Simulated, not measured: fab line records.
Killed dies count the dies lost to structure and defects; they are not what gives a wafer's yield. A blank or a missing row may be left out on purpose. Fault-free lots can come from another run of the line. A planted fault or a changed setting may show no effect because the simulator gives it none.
fab line records | flow sky130
[record] lots = 14 wafers = 42 lastDay = 50
route steps=708 shown FIELD_ISO@1 NWELL@68 VT_ADJUST_LVTN@115 PAD_OPEN@708
lots that met no fault: taken from a fault-free run of the same line
startH: the number of hours between the record's first day and the start of the first shown wafer of the lot | waitH: hours from the lot's prior step to this one | " identical to the entry in the row above | L1.1+2: one row covering several wafers at once | - no value present, or no start provided | * or withheld: withheld | < > ~ a bound
route shown NAME@n: names a module that has steps shown in the file, with the first one's number in the route | usual: mean and standard deviation over wafers with no fault | same: alike in all rows | chamber/n: place in a boat | sites: readings site by site | _std_site: the values' standard deviation | _edge_site: inner sites' mean taken away from outer sites' mean | radiusMm: for every site, how far away it sits from the centre of the wafer | mask NAME#n: copy n | behind: the last tool/chamber to shape the wafer | hold: why the lot went on hold/how many hours it stayed there/how the hold came to an end | device: the transistor (n, p or np) that didn't switch | end of line: tests of these same wafers at the route's end | a step without rows: its recipe alone | killed: dies that structure and defects cost at the first sort, which is not the same as the wafer's yield | map: per-die view of a wafer (x killed, . not killed, _ where there is no die)
set.NAME: the setting that was run; set.NAME@STEP: the one run at that earlier step | model.NAME: the simulator's own value behind a step, which no gauge read
a sample of lots followed through the steps of the route, with each step as a table and each wafer as a row
services: the hour from which a tool's chamber was out of use, counted from the record's first day as startH (under 0 if before that day), plus the number of hours and why
[[steps]]
[step SKY_FIELD_ISO_BOW_MEAS_00]
[recipe] mode = bow
[usual] INCOMING_BOW = -1/6.2
// columns lot.wafer tool chamber startH waitH INCOMING_BOW[um]
L990.3 filmMetro-03 - 10.04 - 18
L990.4 " - " " -1
L990.5 " - " " 7
L991.2 filmMetro-01 - 15.02 - -14
L991.5 " - " " 7
L991.6 " - " " 5
L992.2 filmMetro-02 - 20.02 - 2
L992.3 " - " " 13
L992.6 " - " " 3
L993.2 filmMetro-03 - 25.02 - 0
L993.3 " - " " -1
L993.5 " - " " 16
L994.1 filmMetro-01 - 30.00 - -3
L994.3 " - " " -6
L994.5 " - " " 2
L996.1 filmMetro-02 - 40.00 - 3
L996.3 " - " " -6
L996.6 " - " " -4
L997.3 filmMetro-03 - 45.04 - 8
L997.4 " - " " 3
L997.6 " - " " 1
L100.2 filmMetro-03 - 60.02 - -8
L100.4 " - " " 5
L100.6 " - " " 3
L102.2 filmMetro-02 - 70.02 - 1
L102.4 " - " " -8
L102.6 " - " " 2
L103.1 filmMetro-03 - 75.00 - 4
L103.2 " - " " -8
L103.4 " - " " -4
L107.1 filmMetro-03 - 95.00 - 0
L107.2 " - " " -1
L107.4 " - " " -2
L108.1 filmMetro-01 - 100.00 - 4
L108.3 " - " " -9
L108.4 " - " " 0
L111.3 filmMetro-01 - 115.04 - 12
L111.4 " - " " 2
L111.5 " - " " 4
L113.1 filmMetro-03 - 125.00 - -8
L113.2 " - " " -6
L113.6 " - " " 8
[step SKY_FIELD_ISO_OXIDATION_22]
[recipe] tempC = 950 ambient = O2 stabiliseS = 600 purgeS = 300 targetThkA = 100 oxTimeS = 623
[same] purgeS = 300
// columns lot.wafer tool chamber startH waitH
L990.3+4+5 furnace-01 0 40.36 6.3
L991.2+5+6 furnace-01 0 40.36 5.6
L992.2+3+6 furnace-02 0 47.15 0.2
L993.2+3+5 furnace-02 0 47.15 0.0
L994.1+3+5 furnace-01 0 55.72 1.1
L996.1+3+6 furnace-01 0 63.65 0.0
L997.3+4+6 furnace-02 0 67.17 0.0
L100.2+4+6 furnace-02 0 84.73 1.5
L102.2+4+6 furnace-02 0 91.65 0.5
L103.1+2+4 furnace-02 0 100.45 0.7
L107.1+2+4 furnace-01 0 123.85 5.4
L108.1+3+4 furnace-01 0 123.85 0.8
L111.3+4+5 furnace-01 0 147.88 0.0
L113.1+2+6 furnace-01 0 154.86 1.5
[step SKY_FIELD_ISO_THK_MEAS_23]
[recipe] reads = SiO2_of_FIELD_ISO_OXIDATION_22
[usual] FIELD_ISO_OXIDATION_01_THK = 9.96/0.21
// columns lot.wafer tool chamber startH waitH FIELD_ISO_OXIDATION_01_THK[nm]
L991.2 filmMetro-01 - 41.54 0.0 9.56
L991.5 " - " " 9.58
L991.6 " - " " 9.49
L990.3 filmMetro-03 - 41.55 0.0 9.90
L990.4 " - " " 9.77
L990.5 " - " " 9.68
L992.2 filmMetro-01 - 48.33 0.0 10.00
L992.3 " - " " 10.09
L992.6 " - " " 9.97
L993.2 filmMetro-02 - 48.33 0.0 10.14
L993.3 " - " " 10.04
L993.5 " - " " 10.08
L994.1 filmMetro-03 - 56.89 0.0 10.08
L994.3 " - " " 10.35
L994.5 " - " " 10.06
L996.1 filmMetro-02 - 64.83 0.0 9.87
L996.3 " - " " 9.84
L996.6 " - " " 10.01
L997.3 filmMetro-01 - 68.36 0.0 10.09
L997.4 " - " " 10.06
L997.6 " - " " 10.23
L100.2 filmMetro-01 - 85.91 0.0 9.89
L100.4 " - " " 9.93
L100.6 " - " " 9.96
L102.2 filmMetro-03 - 92.84 0.0 4.37
L102.4 " - " " 4.24
L102.6 " - " " 4.46
L103.1 filmMetro-03 - 101.62 0.0 4.46
L103.2 " - " " 4.47
L103.4 " - " " 4.40
L107.1 filmMetro-02 - 125.02 0.0 10.18
L107.2 " - " " 10.10
L107.4 " - " " 10.26
L108.1 filmMetro-01 - 125.02 0.0 9.95
L108.3 " - " " 9.83
L108.4 " - " " 9.93
L111.3 filmMetro-03 - 149.07 0.0 10.06
L111.4 " - " " 9.84
L111.5 " - " " 9.61
L113.1 filmMetro-02 - 156.03 0.0 9.85
L113.2 " - " " 9.91
L113.6 " - " " 9.78
[step SKY_NWELL_TW_MEAS_15]
[usual] NWELL_TW = 1838/15
// columns lot.wafer tool chamber startH waitH NWELL_TW
L991.2 filmMetro-04 - 99.49 0.1 1832
L991.5 " - " " 1840
L991.6 " - " " 1825
L990.3 filmMetro-04 - 100.02 0.1 1831
L990.4 " - " " 1842
L990.5 " - " " 1842
L993.2 filmMetro-02 - 104.10 0.1 1823
L993.3 " - " " 1826
L993.5 " - " " 1822
L992.2 filmMetro-03 - 104.80 0.1 1846
L992.3 " - " " 1835
L992.6 " - " " 1842
L994.1 filmMetro-04 - 113.73 0.1 1835
L994.3 " - " " 1849
L994.5 " - " " 1836
L996.1 filmMetro-03 - 120.73 0.1 1829
L996.3 " - " " 1833
L996.6 " - " " 1831
L997.3 filmMetro-03 - 127.00 0.1 1820
L997.4 " - " " 1827
L997.6 " - " " 1828
L100.2 filmMetro-04 - 146.99 0.1 1838
L100.4 " - " " 1848
L100.6 " - " " 1836
L102.2 filmMetro-03 - 154.66 0.1 1821
L102.4 " - " " 1819
L102.6 " - " " 1832
L103.1 filmMetro-03 - 165.79 0.1 1813
L103.2 " - " " 1832
L103.4 " - " " 1823
L108.1 filmMetro-04 - 198.85 0.1 1865
L108.3 " - " " 1857
L108.4 " - " " 1850
L107.1 filmMetro-03 - 199.69 0.1 1832
L107.2 " - " " 1822
L107.4 " - " " 1831
L111.3 filmMetro-04 - 218.46 0.1 1874
L111.4 " - " " 1880
L111.5 " - " " 1867
L113.1 filmMetro-02 - 228.48 0.1 1821
L113.2 " - " " 1827
L113.6 " - " " 1818
[step SKY_VT_ADJUST_LVTN_OVL_MEAS_18]
[usual] VT_ADJUST_LVTN_01_OVL = 0.3/1.1
// columns lot.wafer tool chamber startH waitH VT_ADJUST_LVTN_01_OVL[nm]
L991.2 overlay-02 - 177.81 0.1 0.8
L991.5 " - " " -1.1
L991.6 " - " " 0.3
L990.3 overlay-01 - 178.32 0.1 0.5
L990.4 " - " " 1.2
L990.5 " - " " -0.1
L993.2 overlay-02 - 179.62 0.1 -3.1
L993.3 " - " " -3.8
L993.5 " - " " -2.5
L992.2 overlay-01 - 180.96 0.1 0.1
L992.3 " - " " -0.7
L992.6 " - " " 0.0
L994.1 overlay-01 - 191.77 0.1 0.5
L994.3 " - " " 0.8
L994.5 " - " " 0.0
L996.1 overlay-02 - 201.56 0.1 2.7
L996.3 " - " " 1.5
L996.6 " - " " 0.8
L997.3 overlay-02 - 209.43 0.1 -0.5
L997.4 " - " " 1.8
L997.6 " - " " -0.2
L100.2 overlay-02 - 233.96 0.1 1.5
L100.4 " - " " 0.2
L100.6 " - " " 2.3
L102.2 overlay-01 - 242.87 0.1 1.3
L102.4 " - " " 0.7
L102.6 " - " " 1.1
L103.1 overlay-02 - 257.52 0.1 1.4
L103.2 " - " " 0.2
L103.4 " - " " 2.0
L108.1 overlay-01 - 294.37 0.1 -0.3
L108.3 " - " " 1.2
L108.4 " - " " 0.3
L107.1 overlay-02 - 295.46 0.1 0.5
L107.2 " - " " 1.2
L107.4 " - " " 0.4
L111.3 overlay-01 - 318.31 0.1 -1.7
L111.4 " - " " -0.4
L111.5 " - " " 0.3
L113.1 overlay-02 - 327.82 0.1 0.9
L113.2 " - " " 0.0
L113.6 " - " " 1.9
[step SKY_PAD_OPEN_PROBE_99]
[usual] killed_at_M0_to_M3 = 45/7.5 killed_at_M4_up = 2.8/1.9 killedAtContacts = 25/5.5 killedAtFrontEnd = 14/4 killedAtOther = 0.3/0.75 killedDies = 87/9.4 killedOpen = 47/6.6 killedShort = 39/6.6
[same] grossDies = 492 killedAtBackSide = 0
// columns lot.wafer tool chamber startH waitH killed_at_M0_to_M3 killed_at_M4_up killedAtContacts killedAtFrontEnd killedAtOther killedDies killedOpen killedShort
L111.3 prober-01 - 1202.81 0.2 43 2 17 11 1 74 42 32
// killed by level:class
L111.3 VIA3:geometricParticle:open=10 CONTACT:geometricParticle:open=7 VIA1:geometricParticle:open=6 FIELD_ISO:geometricParticle:short=5 LI_CONTACT:geometricParticle:open=5 VIA2:geometricParticle:open=5 METAL1:geometricParticle:short=4 METAL2:geometricParticle:short=4
[[services]]
// columns tool chamber startH hours kind
furnace-02 - 19.11 3.6 pm
furnace-02 - 19.31 22.3 repair
furnace-01 - 21.99 2.9 pm
furnace-01 - 73.37 4.0 pm
[[key]]
[firstSign] step = SKY_FIELD_ISO_THK_MEAS_23 reading = FIELD_ISO_OXIDATION_01_THK direction = down sigmas = 26 usual = 9.96 struck = 4.40
effect none on later readings
metAt SKY_FIELD_ISO_OXIDATION_22
struckLots L102,L103
testerLeftOut L102,L103
notActingAt SKY_FIELD_ISO_BOW_MEAS_00,SKY_NWELL_TW_MEAS_15,SKY_VT_ADJUST_LVTN_OVL_MEAS_18
onsetBetween 84.73 91.65
[fault] kind = processParameterDrift tool = furnace-02 chamber = - onsetH = 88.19 steps = SKY_FIELD_ISO_OXIDATION_22 channel = oxTimeS offset = * shape = step endH = 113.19 actsIn = * stated = *
// testerLeftOut: of these lots the tester's yield and bins aren't shown, on N5 and GAA mostly nor the transistor test; their killed dies are dies lost to structure and defects alone, not to doping, threshold or leakage, so they don't give the yield
